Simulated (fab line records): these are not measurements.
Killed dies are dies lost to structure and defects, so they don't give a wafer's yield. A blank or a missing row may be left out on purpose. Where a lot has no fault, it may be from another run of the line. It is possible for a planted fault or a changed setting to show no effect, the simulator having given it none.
Chamber matching | flow gf180mcu | rieDiel-01 running GF_M5_ETCH_09: 4 sister chambers
The step etches Si3N4 in CF4/O2, target depth 52 nm, time 11.6 s. 8 wafers are shown with their chamber, then 8 later ones without.

WAFERS, EACH WITH ITS CHAMBER
wafer  | chamber | rfFwdPowerW (W) | oesProductAu (a.u.)
L090.4 | 2       | 782             | 1.003
L091.1 | 3       | 781             | 1.006
L091.3 | 1       | 791             | 0.993
L091.4 | 2       | 785             | 1.007
L093.1 | 0       | 783             | 1.001
L093.5 | 0       | 783             | 1.013
L093.6 | 1       | 792             | 0.992
L094.2 | 3       | 783             | 1.007

WAFERS MISSING THEIR CHAMBER
wafer  | rfFwdPowerW (W) | oesProductAu (a.u.)
L094.3 | 783             | 0.995
L094.5 | 789             | 0.987
L096.3 | 789             | 0.994
L096.4 | 781             | 1.001
L096.5 | 791             | 0.993
L097.2 | 786             | 0.996
L097.4 | 790             | 0.981
L097.6 | 780             | 1.000

CHAMBER TAKEN BY EACH
wafer  | from the rows above               | in truth
L094.3 | can't be placed: 2 or 3 or 0      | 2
L094.5 | 1                                 | 1
L096.3 | 1                                 | 1
L096.4 | can't be placed: 3 or 0 or 2      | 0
L096.5 | 1                                 | 1
L097.2 | can't be placed: 2 or 0 or 3 or 1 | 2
L097.4 | 1                                 | 1
L097.6 | can't be placed: 3 or 0 or 2      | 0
4 of 8 placed correctly. Cannot be placed on the basis of these rows: 4; the candidates contain the true chamber in 4. 0 placed wrongly.
How it was worked out, from the rows above alone: a wafer's distance from a chamber is the root of the sum, over the readings, of the square of ((its reading less the chamber's mean) divided by the reading's scatter). The wafer belongs to the nearest chamber; if the next one is less than 2 further off, it can't be placed. The mean given for a chamber averages the wafers shown for that chamber. The scatter: take each reading less its chamber's mean, square it, sum over the shown wafers, divide by the number of wafers less the number of chambers, and take the root.
